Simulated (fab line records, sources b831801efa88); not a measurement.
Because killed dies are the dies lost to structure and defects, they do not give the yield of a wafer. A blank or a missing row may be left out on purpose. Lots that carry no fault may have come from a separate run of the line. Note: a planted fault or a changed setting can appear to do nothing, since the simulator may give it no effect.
Split-lot study -- flow sky130 -- on a route of 708 steps: 5 lots, 23 wafers read

== THE SPLIT ==
At SKY_METAL3_SPUTTER_00 (material Ti, target thk 15 nm, time 10 s), the setting time_s was moved away from the recipe's 10 s on 11 of the 23 wafers read, by -14.4% to +8.8%. The other wafers ran this setting at the recipe's value.

Reading taken at the split's own step.

== THE READING ==
Ti_of_METAL3_SPUTTER_00.thk_nm (the simulator's own value, which no gauge read), in nm, at SKY_METAL3_SPUTTER_00 (material Ti, target thk 15 nm, time 10 s). No usual value for it is given in the file. The 12 wafers here that ran the recipe average 14.94 nm, standard deviation 0.093 nm.

wafer,"tool, chamber at the split","time_s as run, s",against the recipe,"Ti_of_METAL3_SPUTTER_00.thk_nm, nm",against lot-mates on the recipe
L076.1,"pvd_sputter-03, -",10.88,+8.8%,16.18,+1.28
L076.2,"pvd_sputter-03, -",10,recipe,15.02,-
L076.3,"pvd_sputter-03, -",10,recipe,14.79,-
L076.5,"pvd_sputter-03, -",10.88,+8.8%,16.37,+1.47
L076.6,"pvd_sputter-03, -",10.88,+8.8%,16.14,+1.24
L078.1,"pvd_sputter-04, -",9.015,-9.8%,13.55,-1.50
L078.3,"pvd_sputter-04, -",9.015,-9.8%,13.48,-1.57
L078.4,"pvd_sputter-04, -",9.015,-9.8%,13.53,-1.53
L078.5,"pvd_sputter-04, -",10,recipe,15.03,-
L078.6,"pvd_sputter-04, -",10,recipe,15.08,-
L083.1,"pvd_sputter-01, -",10,recipe,14.95,-
L083.2,"pvd_sputter-01, -",10,recipe,15.07,-
L083.3,"pvd_sputter-01, -",8.557,-14.4%,12.71,-2.27
L083.4,"pvd_sputter-01, -",10,recipe,14.93,-
L083.5,"pvd_sputter-01, -",8.557,-14.4%,12.87,-2.11
L081.4,"pvd_sputter-01, -",10,recipe,14.86,-
L081.5,"pvd_sputter-01, -",10,recipe,14.86,-
L081.6,"pvd_sputter-01, -",10,recipe,14.82,-
L084.1,"pvd_sputter-03, -",9.407,-5.9%,13.9,-1.01
L084.2,"pvd_sputter-03, -",9.407,-5.9%,13.97,-0.94
L084.3,"pvd_sputter-03, -",9.407,-5.9%,13.97,-0.94
L084.4,"pvd_sputter-03, -",10,recipe,14.88,-
L084.5,"pvd_sputter-03, -",10,recipe,14.93,-

THE FIT
A straight line over all 23 wafers: Ti_of_METAL3_SPUTTER_00.thk_nm changes by +0.148 nm for each +1% of time_s; r = +1.00; the points scatter about the line by 0.096 nm.
The same after taking each lot's own level away (the mean of its wafers on the recipe; 23 wafers): +0.153 nm for each +1%; r = +1.00; scatter 0.069 nm.
The reading moves by 2.2 nm for the largest change in time_s, on that fit.
The span of the lots' own levels, 14.847 to 15.055 nm, comes to 2.2 times the standard deviation stated above.
Hence the lot-to-lot level has little effect on the slope; both slopes agree.
Check: for one of the wafers moved furthest among these (-14.4%), held out of the fit, the line's prediction against its lot-mates is -2.21 nm. Against them it came out at -2.27 nm.

== THE FILE'S OWN FIT ==
Ti_of_METAL3_SPUTTER_00.thk_nm changes by +0.153 nm for each +1% of time_s, r = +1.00.
